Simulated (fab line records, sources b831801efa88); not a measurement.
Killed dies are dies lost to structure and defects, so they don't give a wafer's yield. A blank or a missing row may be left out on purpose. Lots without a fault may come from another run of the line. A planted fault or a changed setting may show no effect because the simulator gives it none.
Chamber matching | flow sky130 | SKY_VIA1_CMP_02 on cmp-02: 4 sister chambers
The step polishes SiO2. 4 wafers are shown with their chamber, then 9 later ones without.

WAFERS WITH THEIR CHAMBER
wafer  | chamber | motor_current_A (A)
L655.5 | 3       | 13.7
L656.3 | 0       | 12.2
L663.1 | 2       | 13.3
L663.5 | 1       | 11.5

WAFERS WITHOUT THEIR CHAMBER
wafer  | motor_current_A (A)
L664.3 | 11.9
L664.4 | 13.1
L664.5 | 12.4
L665.2 | 12.9
L665.3 | 11.2
L665.4 | 13.9
L666.1 | 13.0
L666.3 | 12.4
L666.4 | 14.5

WHICH CHAMBER EACH WENT THROUGH
wafer  | from the rows above          | in truth
L664.3 | can't be placed: 0 or 1      | 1
L664.4 | can't be placed: 2 or 3 or 0 | 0
L664.5 | can't be placed: 0 or 1 or 2 | 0
L665.2 | can't be placed: 2 or 0 or 3 | 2
L665.3 | can't be placed: 1 or 0      | 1
L665.4 | can't be placed: 3 or 2      | 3
L666.1 | can't be placed: 2 or 3 or 0 | 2
L666.3 | can't be placed: 0 or 1 or 2 | 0
L666.4 | can't be placed: 3 or 2      | 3
Placed correctly: 0 of 9. Can't be placed from these rows: 9 (the true chamber is among the candidates in 9). Placed wrongly: 0.
How it was worked out, from the rows above alone: a wafer's distance from a chamber is the root of the sum, over the readings, of the square of ((its reading less the chamber's mean) divided by the reading's scatter). The wafer belongs to the nearest chamber; if the next one is less than 2 further off, it can't be placed. A chamber's mean is the mean of its shown wafers. The scatter: with one shown wafer a chamber, the root of the mean of the squares of how far each hidden wafer lies from its nearest shown one.
